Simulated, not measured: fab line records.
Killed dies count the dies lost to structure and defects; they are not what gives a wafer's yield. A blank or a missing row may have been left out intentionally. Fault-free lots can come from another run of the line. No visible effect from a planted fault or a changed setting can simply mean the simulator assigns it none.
fab line records	flow gf180mcu	part 2 of 2: steps 24 to 32 of 32
record lots=5	wafers=15	last_day=33
route steps=602 shown HV_LDD@227 NSD@235 PSD@248
lots that met no fault: from a run of the same line without faults
start_h: start of the lot's first displayed wafer, in hours after the record's first day	wait_h: time in hours since the lot's previous step	" as in the row above	L1.1+2: a single row standing in for several wafers	- no value, or no start given	* or withheld: withheld	< > ~ a bound
route shown NAME@n: NAME is a module with steps in the file, n the number in the route of the first one	usual: mean/standard deviation of fault-free wafers	same: alike in all rows	chamber/n: place in a boat	sites: readings site by site	_std_site: the values' standard deviation	_edge_site: inner sites' mean taken away from outer sites' mean	radius_mm: for every site, how far away it sits from the centre of the wafer	mask NAME#n: copy n	behind: the most recent tool/chamber to have shaped the wafer	hold: what put the lot on hold/how long, in hours/how the hold closed	device: names the non-switching transistor (n, p or np)	end of line: at the end of the route, the tests of the same wafers	step lacking rows: just its recipe	killed: count of dies lost to structure and defects at first sort (not the wafer's yield)	map: dies across one wafer; x = killed, . = not, _ = none there
set.NAME: setting as actually run; set.NAME@STEP: the setting as run at that earlier step	model.NAME: the simulator's own value behind a step, which no gauge read
lots seen at some steps along the route; tables by step, rows by wafer
services: from which hour (start_h, from the record's first day; less than 0 if before it) a tool's chamber was out of use, for how many hours, and why
## steps
# step GF_PSD_COAT_02
# recipe resist=NOVOLAK	spin_rpm=3000	resist_thk_nm=1000
# usual exhaust_pa=45.1/0.88	resist_line_temp_C=22.99/0.096
lot.wafer	tool	chamber	start_h	wait_h	exhaust_pa	resist_line_temp_C
L077.1	litho_track-04	0	330.12	0.1	46.1	22.91
L077.4	"	0	"	"	44.9	22.91
L077.5	"	0	"	"	44.8	23.00
L081.2	litho_track-03	0	367.51	0.1	45.7	22.97
L081.3	"	0	"	"	44.7	22.95
L081.6	"	0	"	"	45.3	23.01
L082.1	litho_track-02	0	371.53	0.1	45.7	22.96
L082.2	"	0	"	"	46.5	23.00
L082.3	"	0	"	"	45.3	22.99
L083.1	litho_track-02	0	383.93	0.1	46.2	22.90
L083.4	"	0	"	"	45.6	23.11
L083.5	"	0	"	"	44.8	23.02
L092.2	litho_track-02	0	449.75	0.1	44.2	23.17
L092.4	"	0	"	"	45.6	23.07
L092.5	"	0	"	"	45.0	23.13
# step GF_PSD_SOFTBAKE_03
# recipe temp_c=90	time_s=60	resist=NOVOLAK
# usual exhaust_pa=45.1/0.89	resist_line_temp_C=23.02/0.11
lot.wafer	tool	chamber	start_h	wait_h	exhaust_pa	resist_line_temp_C
L077.1	litho_track-04	0	330.27	0.1	44.6	22.95
L077.4	"	0	"	"	44.5	23.23
L077.5	"	0	"	"	44.0	23.08
L081.2	litho_track-03	0	367.66	0.1	44.6	23.24
L081.3	"	0	"	"	43.8	23.05
L081.6	"	0	"	"	45.4	22.91
L082.1	litho_track-02	0	371.68	0.1	43.2	23.11
L082.2	"	0	"	"	43.9	23.06
L082.3	"	0	"	"	45.1	23.00
L083.1	litho_track-02	0	384.08	0.1	47.0	22.90
L083.4	"	0	"	"	45.3	23.07
L083.5	"	0	"	"	46.4	23.02
L092.2	litho_track-02	0	449.90	0.1	46.0	23.01
L092.4	"	0	"	"	45.4	23.10
L092.5	"	0	"	"	44.8	23.03
# step GF_PSD_EXPOSE_04
# recipe mask_id=Pplus	target_cd_nm=400	na=0.6	source_shape=conventional	sigma_outer=0.6	dose_mj=140
# usual exposure_dose_mJ_cm2=139.10/0.15	stage_vel_mm_s=500.04/0.28
lot.wafer	tool	chamber	start_h	wait_h	mask	exposure_dose_mJ_cm2	stage_vel_mm_s
L077.1	iline_stepper-01	0	-	-	Pplus#0	139.05	500.42
L077.4	"	0	"	"	Pplus#0	138.95	500.14
L077.5	"	0	"	"	Pplus#0	139.17	499.87
L081.2	iline_stepper-02	0	-	-	Pplus#0	139.00	500.05
L081.3	"	0	"	"	Pplus#0	138.89	500.09
L081.6	"	0	"	"	Pplus#0	138.83	500.02
L082.1	iline_stepper-01	0	-	-	Pplus#0	139.09	500.03
L082.2	"	0	"	"	Pplus#0	139.10	500.14
L082.3	"	0	"	"	Pplus#0	138.89	500.33
L083.1	iline_stepper-02	0	-	-	Pplus#0	139.33	500.56
L083.4	"	0	"	"	Pplus#0	139.17	500.18
L083.5	"	0	"	"	Pplus#0	139.07	500.29
L092.2	iline_stepper-02	0	-	-	Pplus#0	139.05	500.05
L092.4	"	0	"	"	Pplus#0	139.09	499.87
L092.5	"	0	"	"	Pplus#0	139.07	500.09
# step GF_PSD_PEB_05
# recipe temp_c=withheld	time_s=*	resist=NOVOLAK
# usual exhaust_pa=45.1/0.91	resist_line_temp_C=*
lot.wafer	tool	chamber	start_h	wait_h	exhaust_pa	resist_line_temp_C
L077.1	litho_track-03	0	-	-	45.1	*
L077.4	"	0	"	"	45.2	*
L077.5	"	0	"	"	44.9	*
L081.2	litho_track-02	0	-	-	45.9	*
L081.3	"	0	"	"	46.6	*
L081.6	"	0	"	"	45.7	*
L082.1	litho_track-04	0	-	-	43.9	*
L082.2	"	0	"	"	44.0	*
L082.3	"	0	"	"	45.7	*
L083.1	litho_track-03	0	-	-	42.1	*
L083.4	"	0	"	"	43.7	*
L083.5	"	0	"	"	43.8	*
L092.2	litho_track-03	0	-	-	45.4	*
L092.4	"	0	"	"	45.0	*
L092.5	"	0	"	"	45.1	*
# step GF_PSD_DEVELOP_06
# recipe develop_time_s=60	dev_temp_c=22.51
# usual exhaust_pa=44.9/0.82	resist_line_temp_C=23.00/0.11
lot.wafer	tool	chamber	start_h	wait_h	exhaust_pa	resist_line_temp_C
L077.1	litho_track-03	0	340.24	0.1	45.3	22.90
L077.4	"	0	"	"	44.5	23.04
L077.5	"	0	"	"	44.3	22.89
L081.2	litho_track-02	0	378.45	0.1	43.2	22.94
L081.3	"	0	"	"	43.5	22.74
L081.6	"	0	"	"	43.2	22.94
L082.1	litho_track-04	0	382.32	0.1	45.1	23.07
L082.2	"	0	"	"	44.6	22.95
L082.3	"	0	"	"	45.2	22.99
L083.1	litho_track-03	0	395.24	0.1	45.0	23.03
L083.4	"	0	"	"	44.3	23.27
L083.5	"	0	"	"	45.7	23.08
L092.2	litho_track-03	0	462.36	0.1	44.6	23.04
L092.4	"	0	"	"	45.8	22.98
L092.5	"	0	"	"	45.5	22.98
# step GF_PSD_CD_MEAS_07
# recipe target_cd_nm=400
# usual cd_nm=398.9/2.2
lot.wafer	tool	chamber	start_h	wait_h	cd_nm
L077.1	cd_sem-02	-	340.39	0.1	399.8
L077.4	"	-	"	"	402.1
L077.5	"	-	"	"	401.0
L081.2	cd_sem-02	-	378.60	0.1	397.0
L081.3	"	-	"	"	396.3
L081.6	"	-	"	"	396.8
L082.1	cd_sem-02	-	382.47	0.1	398.4
L082.2	"	-	"	"	396.5
L082.3	"	-	"	"	396.7
L083.1	cd_sem-01	-	395.39	0.1	400.4
L083.4	"	-	"	"	402.3
L083.5	"	-	"	"	400.2
L092.2	cd_sem-02	-	462.51	0.1	396.4
L092.4	"	-	"	"	396.4
L092.5	"	-	"	"	397.9
# step GF_PSD_OVL_MEAS_08
# usual PSD_OVL=0.2/1.4
lot.wafer	tool	chamber	start_h	wait_h	PSD_OVL[nm]
L077.1	overlay-01	-	340.51	0.1	0.9
L077.4	"	-	"	"	0.7
L077.5	"	-	"	"	0.9
L081.2	overlay-01	-	378.70	0.1	-0.1
L081.3	"	-	"	"	0.4
L081.6	"	-	"	"	-1.5
L082.1	overlay-02	-	382.59	0.1	1.3
L082.2	"	-	"	"	-1.2
L082.3	"	-	"	"	-0.6
L083.1	overlay-02	-	395.51	0.1	0.9
L083.4	"	-	"	"	2.2
L083.5	"	-	"	"	-0.9
L092.2	overlay-01	-	462.61	0.1	2.3
L092.4	"	-	"	"	0.5
L092.5	"	-	"	"	1.2
# step GF_PSD_IMPLANT_09
# recipe species=BF2	energy_kev=40	dose_cm2=1.5e+15	tilt_deg=7
# same implant_ion_amu=49
lot.wafer	tool	chamber	start_h	wait_h
L077.1+4+5	implanter-04	0	340.54	0.0
L081.2+3+6	implanter-01	0	378.76	0.0
L082.1+2+3	implanter-04	0	382.62	0.0
L083.1+4+5	implanter-03	0	395.54	0.0
L092.2+4+5	implanter-01	0	462.67	0.0
# step GF_PSD_STRIP_10
# recipe chemistry=O2/N2	power_w=1400	pressure_mtorr=1500	platen_temp_c=250	o2_flow_sccm=3000	n2_flow_sccm=300	overash_fraction=0.5
# usual chamber_pressure_mTorr=1500/3.7	drypump_motor_current_A=5.8/0.38	heater_power_w=330/19	oes_product_au=0.592/0.0041	strip_time_to_endpoint_s=16.53/0.05
lot.wafer	tool	chamber	start_h	wait_h	chamber_pressure_mTorr	drypump_motor_current_A	heater_power_w	oes_product_au	rf_hours_counter_h	strip_time_to_endpoint_s
L077.1	plasma_asher-04	1	340.69	0.1	1499	5.9	338	0.592	60	16.46
L077.4	"	0	"	"	1500	6.3	347	0.588	-	16.46
L077.5	"	0	"	"	1497	6.3	349	0.588	-	16.44
L081.2	plasma_asher-04	0	378.88	0.1	1500	6.3	348	0.589	65	16.51
L081.3	"	0	"	"	1501	6.3	350	0.593	-	16.52
L081.6	"	0	"	"	1500	6.3	346	0.585	-	16.55
L082.1	plasma_asher-01	0	382.77	0.1	1501	5.6	332	0.594	78	16.55
L082.2	"	1	"	"	1503	5.0	345	0.593	78	16.54
L082.3	"	0	"	"	1502	5.6	328	0.589	-	16.57
L083.1	plasma_asher-01	1	395.69	0.1	1500	5.0	357	0.589	79	16.60
L083.4	"	0	"	"	1501	5.6	333	0.589	-	16.55
L083.5	"	0	"	"	1503	5.6	340	0.590	-	16.58
L092.2	plasma_asher-04	0	462.79	0.1	1498	6.3	354	0.591	73	16.59
L092.4	"	0	"	"	1500	6.3	349	0.597	-	16.59
L092.5	"	0	"	"	1502	6.3	360	0.598	-	16.61
## services
tool	chamber	start_h	hours	kind
rie_diel-02	1	276.02	9.7	repair
plasma_asher-02	-	290.23	1.8	repair
wet_bench-03	-	302.88	1.9	pm
implanter-01	-	306.92	5.0	repair
rtp_anneal-02	-	321.72	3.8	pm
rie_diel-03	3	326.83	3.2	repair
plasma_asher-03	-	333.33	1.5	repair
rie_diel-04	3	334.70	3.5	repair
lpcvd-02	-	339.96	87.7	repair
implanter-03	-	340.21	5.6	repair
rtp_anneal-02	-	345.37	3.6	repair
implanter-01	-	346.66	2.0	repair
implanter-02	-	349.62	1.3	repair
iline_stepper-01	-	363.84	2.1	pm
implanter-04	-	375.36	4.2	repair
iline_stepper-02	-	385.26	2.8	repair
iline_stepper-01	-	409.15	1.7	pm
rie_diel-04	1	409.23	2.4	repair
plasma_asher-01	-	412.00	5.2	repair
plasma_asher-01	-	421.33	9.0	pm
implanter-04	-	426.06	3.1	pm
plasma_asher-04	-	444.76	5.3	repair
rie_diel-04	-	449.63	2.8	pm
rie_diel-04	-	460.20	0.9	repair
